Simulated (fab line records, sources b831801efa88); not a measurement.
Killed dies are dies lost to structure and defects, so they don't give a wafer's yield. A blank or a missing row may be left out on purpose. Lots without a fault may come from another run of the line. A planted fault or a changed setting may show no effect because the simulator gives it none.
Problem report in the 8D (eight disciplines) form, filled by code | flow sky130 | the parts of the form that need people (team, actions taken, sign-off) are left out

1. THE PROBLEM
VIA4_W_RS at SKY_VIA4_RS_MEAS_19 reads a mean of 0.269 ohm/sq on 6 wafers of 2 lots; wafers without a fault read 0.226 ohm/sq with a standard deviation of 0.0038. That is +11 standard deviations from the usual mean.
The step: measures by four-point-probe.
First seen on wafer L846.3, day 45 19:02, on film_metro-04. The record holds 30 wafers of 10 lots with a number at this step. Rule for "out", or "out of limits": more than 4 standard deviations from the usual mean. The other wafers with a number count as sound.

2. WHAT IT IS AND WHAT IT IS NOT
question                    | is                           | is not
which readings at this step | VIA4_W_RS                    | -
which lots                  | L846, L848                   | L835, L836, L838, L840, L844, L845, L849, L856
which wafers of those lots  | all that have a number       | -
read on which gauges        | film_metro-03, film_metro-04 | film_metro-02
when                        | from day 45 19:02            | up to then (18 sound wafers); but 6 sound wafers of L849, L856 came after

3. SUSPECTS, AND WHAT RULES EACH OUT
Counting: a tool at a process step up to the reading stays a suspect if it ran every lot that is out and no sound lot after the first of them.
- the gauge at SKY_VIA4_RS_MEAS_19: ruled out. The wafers that are out were read on 2 gauges (film_metro-03, film_metro-04).
- cvd_w-02 at SKY_VIA4_CVD_18 (deposits W, target thk 505 nm, time 152.14 s): kept. It ran every lot that is out, first L846 (day 45 18:54), and no sound lot after that; its last sound lot up to then is L845 (day 45 13:25). Its own readings are out on those wafers: susceptor_temp_C.
Left after counting: cvd_w-02 at SKY_VIA4_CVD_18.

4. THE CAUSE (what the simulator had put in)
Process parameter drift: cvd_w-02, from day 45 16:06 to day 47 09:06, at SKY_VIA4_CVD_18. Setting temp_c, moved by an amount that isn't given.
Counting left only this tool.

5. THE CHAIN OF EFFECTS, in route order
Each row: a reading whose mean over the struck wafers that have a number lies more than 3 standard deviations from the usual. Only readings for which the record gives a usual standard deviation are gone through. hours: the time from each lot's start at the first step in this table that gives one to its start at this step, as a median over the lots. sigmas: the change in usual standard deviations.
hours | step                 | reading            | usual        | on struck wafers | change | sigmas
0     | SKY_VIA4_CVD_18      | susceptor_temp_C   | 399.95 C     | 390.09           | -9.86  | -47
0     | SKY_VIA4_RS_MEAS_19  | VIA4_W_RS          | 0.226 ohm/sq | 0.269            | +0.043 | +11
0     | SKY_VIA4_THK_MEAS_20 | VIA4_W_THK         | 511 nm       | 427              | -84    | -8.4
0     | SKY_VIA4_CMP_21      | time_to_endpoint_s | 124 s        | 107              | -17    | -3.5
The process steps in it:
- SKY_VIA4_CVD_18: deposits W, target thk 505 nm, time 152.14 s.
- SKY_VIA4_CMP_21: polishes, stops on SiO2, t overpolish 25 s, target thk 0 nm.
Later measuring or inspecting steps at which every struck wafer that the step has a row for has a number for every such reading, and none has moved that far: SKY_METAL5_RS_MEAS_05.

6. WHAT WOULD HAVE CAUGHT IT SOONER
In this record the first reading out of limits at a measuring or inspecting step was taken at day 45 19:02, 3 hours after the fault began at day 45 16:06.
The tool's own readings at SKY_VIA4_CVD_18 were out on every struck wafer that the step has a row for (susceptor_temp_C): an alarm limit on them would have fired on the first of those.
Of the lots that are out (2), L848 began SKY_VIA4_CVD_18 on cvd_w-02 after day 45 19:02. A hold on the tool at that time would have spared it.
